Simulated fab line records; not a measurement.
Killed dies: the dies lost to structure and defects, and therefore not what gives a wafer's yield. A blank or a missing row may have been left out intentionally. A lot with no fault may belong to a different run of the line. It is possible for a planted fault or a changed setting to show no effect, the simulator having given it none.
What tool caused it?	flow sky130	6 lots, 18 wafers sampled, at 1 step of a route of 708

== WHAT THE GAUGES SHOWED, per wafer ==
SKY_VIA3_CD_MEAS_12: the cd target is 200 nm.
lot	measured	on	cdNm (nm)
L525	day 40 23:20	cdSem-02	200.2 202.2 201.6
L526	day 41 19:39	cdSem-01	201.5 201.2 198.7
L530	day 42 03:29	cdSem-01	198.2 198.7 197.7
L534	day 43 10:54	cdSem-02	200.3 199.0 199.0
L539	day 44 16:13	cdSem-02	200.7 201.0 200.2
L544	day 45 21:15	cdSem-01	200.6 202.4 200.8

== TOOL THAT RAN EACH LOT (tool first, then ch and the chambers of the sampled wafers, then the start) ==
The record shows no process step preceding these readings.

== THE ANSWER, worked out from the rows above alone ==
Rule: the lots themselves supply what counts as usual. The widest of any qualifying gaps counts: lots, ordered by their means at a reading, are off when they make up no more than a third of the lots, leave a main group of 4 or more, and stand apart from it by 3 or more times the standard deviation of that group's means. A main group whose means are all the same, to the digits that the tables above print for the reading, isn't used. Also off: a lot with no number at a reading for which 4 or more lots have one. Any other lot the step has rows for is counted as sound.
Across all readings shown, no lot is off: no conclusion can be drawn from this.

== WHAT WAS PUT IN BY THE SIMULATOR ==
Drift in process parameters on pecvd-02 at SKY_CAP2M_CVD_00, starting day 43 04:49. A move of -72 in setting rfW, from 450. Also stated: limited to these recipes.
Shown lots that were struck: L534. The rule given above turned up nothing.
